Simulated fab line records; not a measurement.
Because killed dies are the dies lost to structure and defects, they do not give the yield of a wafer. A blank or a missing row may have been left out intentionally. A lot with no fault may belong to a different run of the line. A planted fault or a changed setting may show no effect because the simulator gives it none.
Which tool was responsible? | flow gf180mcu | 14 lots, 42 wafers sampled, at 3 steps of a route of 602

== WHAT THE GAUGES SHOWED, per wafer ==
The record holds no reading of a measuring or inspecting step that can be judged against a usual standard deviation.

== EACH LOT AND THE TOOL THAT RAN IT (in order: tool; ch and the chambers of the sampled wafers; start) ==
lot  | GF_V3_CVD_02                    | GF_V3_SPUTTER_21             | GF_M4_SPUTTER_02
L228 | pecvd-01 ch 0,1,2, day 21 15:19 | pvd_sputter-04, day 22 15:50 | pvd_sputter-01, day 22 16:40
L229 | pecvd-03 ch 0,2, day 21 18:29   | pvd_sputter-04, day 22 19:03 | pvd_sputter-01, day 22 19:53
L230 | pecvd-02 ch 1,2, day 22 07:04   | pvd_sputter-02, day 23 07:04 | pvd_sputter-04, day 23 07:53
L231 | pecvd-01 ch 0,1,2, day 22 12:27 | pvd_sputter-04, day 23 12:44 | pvd_sputter-01, day 23 13:34
L232 | pecvd-01 ch 0,1, day 22 19:24   | pvd_sputter-04, day 23 19:24 | pvd_sputter-01, day 23 20:14
L233 | pecvd-03 ch 1,2, day 23 06:14   | pvd_sputter-03, day 24 06:11 | pvd_sputter-02, day 24 07:00
L236 | pecvd-02 ch 0,2, day 24 16:11   | pvd_sputter-04, day 25 15:31 | pvd_sputter-02, day 25 16:20
L237 | pecvd-03 ch 0,2, day 24 18:23   | pvd_sputter-03, day 25 17:18 | pvd_sputter-04, day 25 18:07
L238 | pecvd-01 ch 0,2, day 25 02:02   | pvd_sputter-04, day 26 00:13 | pvd_sputter-01, day 26 01:03
L241 | pecvd-02 ch 0,1, day 25 23:34   | pvd_sputter-04, day 26 20:48 | -
L242 | pecvd-01 ch 0,1,2, day 26 11:53 | pvd_sputter-04, day 27 10:04 | -
L244 | pecvd-03 ch 0,1,2, day 27 03:44 | pvd_sputter-03, day 28 00:29 | pvd_sputter-01, day 28 01:19
L249 | pecvd-01 ch 0,1,2, day 28 07:56 | pvd_sputter-02, day 29 05:13 | pvd_sputter-04, day 29 06:02
L251 | pecvd-01 ch 0,1,2, day 28 20:24 | pvd_sputter-02, day 29 17:07 | pvd_sputter-01, day 29 17:56
- GF_V3_CVD_02: deposits SiO2 from TEOS, target thk 850 nm, time 94.851 s.
- GF_V3_SPUTTER_21: material Ti, target thk 15 nm, time 80.02 s.
- GF_M4_SPUTTER_02: material AlCu, target thk 450 nm, time 23.9 s.

== WHAT THE TOOLS THEMSELVES READ (means of the sampled wafers that have a number; where no wafer has one, the mark that the record gives instead) ==
GF_V3_CVD_02.
lot  | tool     | heater_power_outer_w (W) | heater_power_w (W)
L228 | pecvd-01 | 425                      | 742
L229 | pecvd-03 | 392                      | 588
L230 | pecvd-02 | 405                      | 660
L231 | pecvd-01 | 404                      | 712
L232 | pecvd-01 | 467                      | 817
L233 | pecvd-03 | 422                      | 660
L236 | pecvd-02 | 438                      | 703
L237 | pecvd-03 | 347                      | 550
L238 | pecvd-01 | 320                      | 592
L241 | pecvd-02 | 430                      | 663
L242 | pecvd-01 | 439                      | 745
L244 | pecvd-03 | 384                      | 627
L249 | pecvd-01 | 441                      | 760
L251 | pecvd-01 | 427                      | 749

GF_V3_SPUTTER_21.
lot  | tool           | cathode_dc_power_W (W) | chamber_pressure_pa (Pa) | throttle_valve_pct (%)
L228 | pvd_sputter-04 | 2586.7                 | 5.001                    | 29.4
L229 | pvd_sputter-04 | 2586.9                 | 4.996                    | 28.8
L230 | pvd_sputter-02 | 2587.2                 | 5.001                    | 30.1
L231 | pvd_sputter-04 | 2587.1                 | 4.999                    | 28.9
L232 | pvd_sputter-04 | 2586.7                 | 5.005                    | 29.5
L233 | pvd_sputter-03 | 2587.2                 | 5.000                    | 29.6
L236 | pvd_sputter-04 | 2586.7                 | 4.994                    | 28.4
L237 | pvd_sputter-03 | 2586.7                 | 5.010                    | 30.2
L238 | pvd_sputter-04 | 2587.0                 | 4.999                    | 28.9
L241 | pvd_sputter-04 | -                      | -                        | -
L242 | pvd_sputter-04 | -                      | -                        | -
L244 | pvd_sputter-03 | 2587.0                 | 4.997                    | 29.1
L249 | pvd_sputter-02 | 2586.7                 | 4.992                    | 30.1
L251 | pvd_sputter-02 | 2586.8                 | 4.993                    | 30.1

GF_M4_SPUTTER_02.
lot  | tool           | cathode_dc_power_W (W) | chamber_pressure_pa (Pa) | throttle_valve_pct (%)
L228 | pvd_sputter-01 | 10400                  | 0.4003                   | 29.8
L229 | pvd_sputter-01 | 10399                  | 0.3991                   | 30.4
L230 | pvd_sputter-04 | 10401                  | 0.3994                   | 28.9
L231 | pvd_sputter-01 | 10400                  | 0.4007                   | 30.7
L232 | pvd_sputter-01 | 10400                  | 0.4001                   | 30.2
L233 | pvd_sputter-02 | 10400                  | 0.4005                   | 30.1
L236 | pvd_sputter-02 | 10399                  | 0.4003                   | 30.2
L237 | pvd_sputter-04 | 10400                  | 0.3995                   | 28.7
L238 | pvd_sputter-01 | 10401                  | 0.3996                   | 31.2
L244 | pvd_sputter-01 | 10399                  | 0.4002                   | 30.5
L249 | pvd_sputter-04 | 10402                  | 0.3999                   | 29.0
L251 | pvd_sputter-01 | 10401                  | 0.4005                   | 31.0

== THE ANSWER, worked out from the rows above alone ==
Rule: the usual values come from the lots themselves. Put in order of their means at a reading, lots are off if they are a third of the lots or fewer, leave a main group of 4 or more, and stand apart from it by a gap of 3 or more times the standard deviation of the main group's means; of several such gaps the widest counts. If all means in a main group match to the digits the tables above print for the reading, that group is not used. A lot without any number at a reading at which 4 lots or more have one is off too. Where the step has rows for the other lots, those lots are counted as sound. Order of review: gauges by route order, followed by the tools' own readings, for which a lot's mean as printed above is used. The first step at which some lot is off is used, and at that step the reading that is off furthest; a lot without a number counts as furthest.
Off at GF_V3_SPUTTER_21 (cathode_dc_power_W): L241, L242. Without a number there: L241, L242. For the main group the mean is 2586.9 W and the standard deviation 0.19.
A tool fits if, at that step or a process step before it, it ran every lot that is off, and no sound lot after the first of them. One candidate fits, namely pvd_sputter-04 at GF_V3_SPUTTER_21. A fault onset in the window from L238 (day 26 00:13, its last sound lot) to L241 (day 26 20:48, its first lot off) fits.
Blank at GF_V3_SPUTTER_21 on the lots that are off, where sound lots have numbers: cathode_dc_power_W, chamber_pressure_pa, throttle_valve_pct.

== WHAT WAS PUT IN BY THE SIMULATOR ==
Entire step skipped (pvd_sputter-04, GF_V3_SPUTTER_21), from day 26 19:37 onward. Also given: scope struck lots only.
Struck lots among those shown: L241, L242. The same result came from the rule above.
